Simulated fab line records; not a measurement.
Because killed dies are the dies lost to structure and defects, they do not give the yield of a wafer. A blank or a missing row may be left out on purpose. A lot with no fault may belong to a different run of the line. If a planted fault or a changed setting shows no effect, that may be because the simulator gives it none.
Which of the tools did it? :: flow gf180mcu :: 18 wafers from 6 lots sampled at 2 of the route's 602 steps

WHAT THE GAUGES SHOWED, per wafer
GF_HV_LDD_TW_MEAS_38.
lot: L803
measured: day 12 08:15
on: film metro-03
HV_LDD_3_TW: 1425 1420 1410

lot: L805
measured: day 12 20:27
on: film metro-01
HV_LDD_3_TW: 1432 1438 1439

lot: L810
measured: day 14 17:06
on: film metro-04
HV_LDD_3_TW: 1424 1425 1426

lot: L814
measured: day 15 17:31
on: film metro-01
HV_LDD_3_TW: 1435 1437 1432

lot: L819
measured: day 17 11:32
on: film metro-03
HV_LDD_3_TW: 1401 1408 1409 1402 1405 1399

lot: L824
measured: day 18 22:39
on: film metro-01
HV_LDD_3_TW: 1430 1433 1433

EACH LOT AND THE TOOL THAT RAN IT (in order: tool; ch and the chambers of the sampled wafers; start)
lot: L803
GF_HV_LDD_IMPLANT_36: implanter-04 ch 0, day 12 08:01

lot: L805
GF_HV_LDD_IMPLANT_36: implanter-03 ch 0, day 12 20:12

lot: L810
GF_HV_LDD_IMPLANT_36: implanter-03 ch 0, day 14 16:52

lot: L814
GF_HV_LDD_IMPLANT_36: implanter-04 ch 0, day 15 17:19

lot: L819
GF_HV_LDD_IMPLANT_36: implanter-03 ch 0, day 17 11:17

lot: L824
GF_HV_LDD_IMPLANT_36: implanter-04 ch 0, day 18 22:24
- GF_HV_LDD_IMPLANT_36

THE ANSWER, worked out from the rows above alone
Rule: the usual values come from the lots themselves. The widest of any qualifying gaps counts: lots, ordered by their means at a reading, are off when they make up no more than a third of the lots, leave a main group of 4 or more, and stand apart from it by 3 or more times the standard deviation of that group's means. The tables above print the reading to a certain number of digits; a main group whose means all agree to those digits is not used. Also off: a lot with no number at a reading for which 4 or more lots have one. The other lots that the step has rows for count as sound.
Nothing can be told from this: no lot is off at any reading shown.

WHAT HAD BEEN PUT IN BY THE SIMULATOR
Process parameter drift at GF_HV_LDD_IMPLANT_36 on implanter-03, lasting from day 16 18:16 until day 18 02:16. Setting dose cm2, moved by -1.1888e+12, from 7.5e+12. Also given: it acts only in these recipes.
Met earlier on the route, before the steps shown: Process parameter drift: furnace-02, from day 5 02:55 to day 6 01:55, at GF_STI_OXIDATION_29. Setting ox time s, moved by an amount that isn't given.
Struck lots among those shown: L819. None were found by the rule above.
